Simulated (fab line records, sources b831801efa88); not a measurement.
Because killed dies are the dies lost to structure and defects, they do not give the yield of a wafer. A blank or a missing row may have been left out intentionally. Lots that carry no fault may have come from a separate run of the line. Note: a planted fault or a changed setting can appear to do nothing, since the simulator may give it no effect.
Matching of chambers    flow sky130    rie-diel-04 running SKY_LI_CONTACT_ETCH_15: 4 sister chambers
The step etches PSG in C4F8/O2/Ar, stops on Si, target depth 600 nm. 4 wafers are shown with their chamber, then 12 later ones without.

== EACH WAFER AND ITS CHAMBER ==
wafer   chamber  rf-fwd-power-W (W)
L089.3  2        1494
L091.1  3        1490
L091.2  1        1495
L091.5  0        1496

== WAFERS WITHOUT THEIR CHAMBER ==
wafer   rf-fwd-power-W (W)
L092.1  1484
L092.2  1493
L092.3  1493
L092.4  1488
L092.5  1489
L092.6  1497
L094.1  1482
L094.2  1500
L094.3  1476
L094.4  1493
L094.5  1488
L094.6  1489

== EACH ONE'S CHAMBER ==
wafer   from the rows above                in truth
L092.1  can't be placed: 3 or 2 or 1 or 0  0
L092.2  can't be placed: 2 or 1 or 0 or 3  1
L092.3  can't be placed: 2 or 1 or 0 or 3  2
L092.4  can't be placed: 3 or 2 or 1 or 0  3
L092.5  can't be placed: 3 or 2 or 1 or 0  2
L092.6  can't be placed: 0 or 1 or 2 or 3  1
L094.1  can't be placed: 3 or 2 or 1 or 0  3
L094.2  can't be placed: 0 or 1 or 2 or 3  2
L094.3  can't be placed: 3 or 2 or 1 or 0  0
L094.4  can't be placed: 2 or 1 or 0 or 3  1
L094.5  can't be placed: 3 or 2 or 1 or 0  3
L094.6  can't be placed: 3 or 2 or 1 or 0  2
0 of 12 placed correctly. These rows do not allow placing 12 (true chamber among the candidates in 12). Placed wrongly: 0.
How it was worked out, from the rows above alone: a wafer's distance from a chamber is the root of the sum, over the readings, of the square of ((its reading less the chamber's mean) divided by the reading's scatter). The wafer belongs to the nearest chamber; if the next one is less than 2 further off, it can't be placed. A chamber's mean is the mean of its shown wafers. The scatter: with one shown wafer a chamber, the root of the mean of the squares of how far each hidden wafer lies from its nearest shown one.
